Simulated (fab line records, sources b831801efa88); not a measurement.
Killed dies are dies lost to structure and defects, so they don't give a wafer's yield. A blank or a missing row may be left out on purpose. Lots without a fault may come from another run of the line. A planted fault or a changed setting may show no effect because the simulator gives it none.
Which tool did it? | flow sky130 | 11 lots, 33 wafers sampled, at 6 steps of a route of 708

WHAT THE GAUGES READ, wafer by wafer
SKY_FIELD_ISO_THK_MEAS_25.
lot  | measured    | on            | FIELD_ISO_CVD_24_THK (nm)
L879 | day 2 13:45 | film_metro-04 | 596 591 597
L880 | day 2 16:24 | film_metro-04 | 583 596 589
L882 | day 3 04:36 | film_metro-04 | 598 599 603
L883 | day 3 11:18 | film_metro-04 | 596 591 591
L884 | day 3 14:09 | film_metro-02 | 598 588 590
L888 | day 4 09:20 | film_metro-04 | 602 598 596
L889 | day 4 19:26 | film_metro-01 | 592 591 597
L894 | day 5 18:35 | film_metro-02 | 597 589 599
L899 | day 6 20:17 | film_metro-04 | 593 592 594
L900 | day 7 03:32 | film_metro-04 | 597 599 599
L901 | day 7 06:48 | film_metro-01 | 590 602 591

SKY_PWDE_TW_MEAS_10.
lot  | measured    | on            | PWDE_TW
L879 | day 4 01:53 | film_metro-04 | 376.8 375.8 377.2
L880 | day 4 05:53 | film_metro-03 | 374.7 373.9 373.3
L882 | day 4 19:35 | film_metro-02 | 373.8 370.9 371.8
L883 | day 5 01:12 | film_metro-02 | 373.3 373.6 374.8
L884 | day 5 06:08 | film_metro-02 | 373.4 371.7 370.0
L888 | day 6 02:12 | film_metro-02 | 374.6 374.1 375.2
L889 | day 6 13:26 | film_metro-03 | 369.1 369.5 369.7
L894 | day 7 13:56 | film_metro-04 | 373.4 374.5 371.8
L899 | day 8 19:41 | film_metro-02 | 410.5 408.4 409.9
L900 | day 9 01:56 | film_metro-02 | 410.1 406.9 407.8
L901 | day 9 05:41 | film_metro-04 | 377.9 379.0 376.5

SKY_NWELL_RS_MEAS_31: measures by four-point-probe.
lot  | measured     | on            | PWDE_RS (ohm/sq)
L879 | day 5 13:13  | film_metro-04 | 5293 5285 5277
L880 | day 5 17:33  | film_metro-03 | 5278 5257 5275
L882 | day 6 09:05  | film_metro-04 | 5296 5308 5288
L883 | day 6 13:58  | film_metro-04 | 5293 5314 5308
L884 | day 6 20:53  | film_metro-02 | 5273 5289 5287
L888 | day 7 18:20  | film_metro-04 | 5297 5295 5283
L889 | day 8 06:02  | film_metro-02 | 5300 5282 5305
L894 | day 9 09:17  | film_metro-02 | 5273 5286 5267
L899 | day 10 16:50 | film_metro-03 | 4235 4219 4240
L900 | day 10 23:01 | film_metro-02 | 4213 4216 4225
L901 | day 11 03:02 | film_metro-04 | 5298 5286 5284

WHICH TOOL RAN EACH LOT (tool, then ch and the chambers of the sampled wafers, then the start)
lot  | SKY_FIELD_ISO_ETCH_15             | SKY_PWDE_IMPLANT_08            | SKY_PWDE_STRIP_09
L879 | rie_diel-01 ch 0,2,3, day 2 10:58 | implanter-04 ch 0, day 4 01:40 | plasma_asher-02 ch 0,1, day 4 01:47
L880 | rie_diel-01 ch 1,2,3, day 2 14:34 | implanter-04 ch 0, day 4 05:40 | plasma_asher-03 ch 0,1, day 4 05:47
L882 | rie_diel-02 ch 1,2,3, day 3 01:46 | implanter-04 ch 0, day 4 19:20 | plasma_asher-02 ch 0,1, day 4 19:29
L883 | rie_diel-02 ch 1,2, day 3 07:22   | implanter-04 ch 0, day 5 00:59 | plasma_asher-01 ch 0,1, day 5 01:07
L884 | rie_diel-02 ch 0,1,3, day 3 12:02 | implanter-03 ch 0, day 5 05:53 | plasma_asher-01 ch 0,1, day 5 06:02
L888 | rie_diel-01 ch 0,1,3, day 4 07:31 | implanter-04 ch 0, day 6 01:59 | plasma_asher-03 ch 0,1, day 6 02:07
L889 | rie_diel-02 ch 0,3, day 4 16:01   | implanter-01 ch 0, day 6 13:11 | plasma_asher-01 ch 0,1, day 6 13:20
L894 | rie_diel-01 ch 2,3, day 5 16:47   | implanter-03 ch 0, day 7 13:41 | plasma_asher-02 ch 0,1, day 7 13:50
L899 | rie_diel-04 ch 1,3, day 6 17:49   | implanter-04 ch 0, day 8 19:26 | plasma_asher-02 ch 0,1, day 8 19:35
L900 | rie_diel-01 ch 0,1,3, day 7 00:17 | implanter-04 ch 0, day 9 01:43 | plasma_asher-03 ch 0,1, day 9 01:50
L901 | rie_diel-04 ch 0,2,3, day 7 04:59 | implanter-03 ch 0, day 9 05:26 | plasma_asher-03 ch 0,1, day 9 05:35
- SKY_FIELD_ISO_ETCH_15: etches the open film in CHF3/O2, stops on Si, target depth 180 nm, time 72 s.
- SKY_PWDE_IMPLANT_08
- SKY_PWDE_STRIP_09: strips in O2/N2.

WHAT THE TOOLS THEMSELVES READ (means of the sampled wafers that have a number; where no wafer has one, the mark that the record gives instead)
SKY_FIELD_ISO_ETCH_15.
lot  | tool        | drypump_motor_current_A (A) | oes_product_au (a.u.) | throttle_valve_pct (%)
L879 | rie_diel-01 | 5.7                         | 0.942                 | 8.852
L880 | rie_diel-01 | 5.4                         | 0.941                 | 8.846
L882 | rie_diel-02 | 5.5                         | 0.947                 | 8.844
L883 | rie_diel-02 | 5.6                         | 0.950                 | 8.841
L884 | rie_diel-02 | 5.6                         | 0.938                 | 8.840
L888 | rie_diel-01 | 5.4                         | 0.955                 | 8.838
L889 | rie_diel-02 | 5.7                         | 0.939                 | 8.843
L894 | rie_diel-01 | 5.8                         | 0.944                 | 8.845
L899 | rie_diel-04 | 5.4                         | 0.943                 | 8.846
L900 | rie_diel-01 | 5.4                         | 0.957                 | 8.850
L901 | rie_diel-04 | 5.3                         | 0.954                 | 8.840

SKY_PWDE_IMPLANT_08.
lot  | tool         | beam_on_s (s) | dose_ions_cm2 | faraday_current_uA
L879 | implanter-04 | 9.85          | 3.6e+12       | 20.5
L880 | implanter-04 | 10.05         | 3.6e+12       | 20.2
L882 | implanter-04 | 9.91          | 3.6e+12       | 20.5
L883 | implanter-04 | 9.91          | 3.6e+12       | 20.4
L884 | implanter-03 | 10.11         | 3.6e+12       | 20.1
L888 | implanter-04 | 9.90          | 3.6e+12       | 20.4
L889 | implanter-01 | 9.96          | 3.6e+12       | 20.4
L894 | implanter-03 | 10.04         | 3.6e+12       | 20.2
L899 | implanter-04 | 13.29         | 3.6e+12       | 15.2
L900 | implanter-04 | 13.50         | 3.6e+12       | 15.1
L901 | implanter-03 | 9.95          | 3.6e+12       | 20.4

SKY_PWDE_STRIP_09.
lot  | tool            | drypump_motor_current_A (A) | oes_product_au (a.u.) | strip_time_to_endpoint_s (s)
L879 | plasma_asher-02 | 5.1                         | 0.724                 | 36.86
L880 | plasma_asher-03 | 5.9                         | 0.722                 | 36.90
L882 | plasma_asher-02 | 5.1                         | 0.724                 | 37.09
L883 | plasma_asher-01 | 5.5                         | 0.721                 | 36.99
L884 | plasma_asher-01 | 5.5                         | 0.728                 | 37.01
L888 | plasma_asher-03 | 5.9                         | 0.722                 | 36.98
L889 | plasma_asher-01 | 5.5                         | 0.718                 | 36.87
L894 | plasma_asher-02 | 5.1                         | 0.724                 | 36.87
L899 | plasma_asher-02 | 5.1                         | 0.723                 | 36.92
L900 | plasma_asher-03 | 5.8                         | 0.722                 | 36.82
L901 | plasma_asher-03 | 5.7                         | 0.721                 | 36.98

THE ANSWER, worked out from the rows above alone
Rule: what is usual is taken from the lots themselves. Put in order of their means at a reading, lots are off if they are a third of the lots or fewer, leave a main group of 4 or more, and stand apart from it by a gap of 3 or more times the standard deviation of the main group's means; of several such gaps the widest counts. A main group whose means are all the same, to the digits that the tables above print for the reading, isn't used. A lot without any number at a reading at which 4 lots or more have one is off too. The other lots that the step has rows for count as sound. The gauges are gone through in route order, then the tools' own readings, and for those a lot's mean is taken as printed above. The first step at which some lot is off is used, and at that step the reading that is off furthest; a lot without a number counts as furthest.
Off: L899, L900, at SKY_PWDE_TW_MEAS_10 (PWDE_TW). The main group: mean 373.7, standard deviation 2.4.
A tool fits if, at a process step before that reading, it ran every lot that is off, and no sound lot after the first of them. The gauges at SKY_PWDE_TW_MEAS_10 aren't tried: what is off there is off at SKY_PWDE_IMPLANT_08 too, on other tools, and a gauge's error can't cause that. One fits: implanter-04 at SKY_PWDE_IMPLANT_08. Its last sound lot is L888 (day 6 01:59), its first lot that is off L899 (day 8 19:26): a fault that began between those two fits.
The tool's own readings at SKY_PWDE_IMPLANT_08 bear it out: on the lots that are off they differ by more than 5 times the standard deviation of the sound lots' means. beam_on_s reads 13.39 s there against 9.96 s on the sound lots; faraday_current_uA reads 15.1 there against 20.3 on the sound lots.

WHAT THE SIMULATOR HAD PUT IN
Process parameter drift: implanter-04, from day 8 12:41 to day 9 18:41, at SKY_PWDE_IMPLANT_08. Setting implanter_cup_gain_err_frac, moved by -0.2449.
Lots struck among those shown: L899, L900. The rule above found the same.
